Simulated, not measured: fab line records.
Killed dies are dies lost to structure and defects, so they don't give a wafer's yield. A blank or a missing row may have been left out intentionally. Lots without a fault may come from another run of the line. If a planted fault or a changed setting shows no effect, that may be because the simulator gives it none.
Matching of chambers || flow gf180mcu || rie diel-04 running GF_STI_ETCH_13: 4 sister chambers
The step etches the open film in CHF3/O2, stops on Si, target depth 282.31 nm, time 112.9 s. 7 wafers are shown with their chamber, then 7 later ones without.

== WAFERS, EACH WITH ITS CHAMBER ==
{"wafer": "L827.2", "chamber": 2, "run length s (s)": 141.5, "oes product au (a.u.)": 0.835}
{"wafer": "L827.6", "chamber": 1, "run length s (s)": 140.5, "oes product au (a.u.)": 0.842}
{"wafer": "L831.3", "chamber": 0, "run length s (s)": 141.1, "oes product au (a.u.)": 0.823}
{"wafer": "L831.5", "chamber": 0, "run length s (s)": 141.2, "oes product au (a.u.)": 0.830}
{"wafer": "L831.6", "chamber": 1, "run length s (s)": 140.4, "oes product au (a.u.)": 0.834}
{"wafer": "L832.3", "chamber": 3, "run length s (s)": 141.2, "oes product au (a.u.)": 0.836}
{"wafer": "L832.5", "chamber": 3, "run length s (s)": 141.0, "oes product au (a.u.)": 0.840}

== WAFERS WHOSE CHAMBER IS MISSING ==
{"wafer": "L832.6", "run length s (s)": 140.9, "oes product au (a.u.)": 0.830}
{"wafer": "L834.3", "run length s (s)": 141.2, "oes product au (a.u.)": 0.837}
{"wafer": "L834.4", "run length s (s)": 141.3, "oes product au (a.u.)": 0.833}
{"wafer": "L834.5", "run length s (s)": 141.0, "oes product au (a.u.)": 0.833}
{"wafer": "L836.1", "run length s (s)": 141.3, "oes product au (a.u.)": 0.845}
{"wafer": "L836.2", "run length s (s)": 141.0, "oes product au (a.u.)": 0.844}
{"wafer": "L836.4", "run length s (s)": 140.8, "oes product au (a.u.)": 0.842}

== EACH ONE'S CHAMBER ==
{"wafer": "L832.6", "from the rows above": "can't be placed: 0 or 3", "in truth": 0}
{"wafer": "L834.3", "from the rows above": "can't be placed: 3 or 0", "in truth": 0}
{"wafer": "L834.4", "from the rows above": "can't be placed: 2 or 0 or 3", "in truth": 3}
{"wafer": "L834.5", "from the rows above": "can't be placed: 3 or 0", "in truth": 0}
{"wafer": "L836.1", "from the rows above": "can't be placed: 3 or 2 or 0", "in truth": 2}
{"wafer": "L836.2", "from the rows above": 3, "in truth": 3}
{"wafer": "L836.4", "from the rows above": "can't be placed: 3 or 1 or 0", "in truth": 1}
Correct placement for 1 of the 7. From these rows, 6 cannot be placed; in 6 the true chamber is one of the candidates. Number placed wrongly: 0.
How it was worked out, from the rows above alone: a wafer's distance from a chamber is the root of the sum, over the readings, of the square of ((its reading less the chamber's mean) divided by the reading's scatter). If the next closest chamber is less than 2 further off than the closest, the wafer can't be placed; otherwise it belongs to the closest. For every chamber, the mean is computed from those of its wafers that are shown. How the scatter is found: for the shown wafers, subtract from each reading the mean of its chamber, square and add these, divide the total by (wafers less chambers), then take the root.
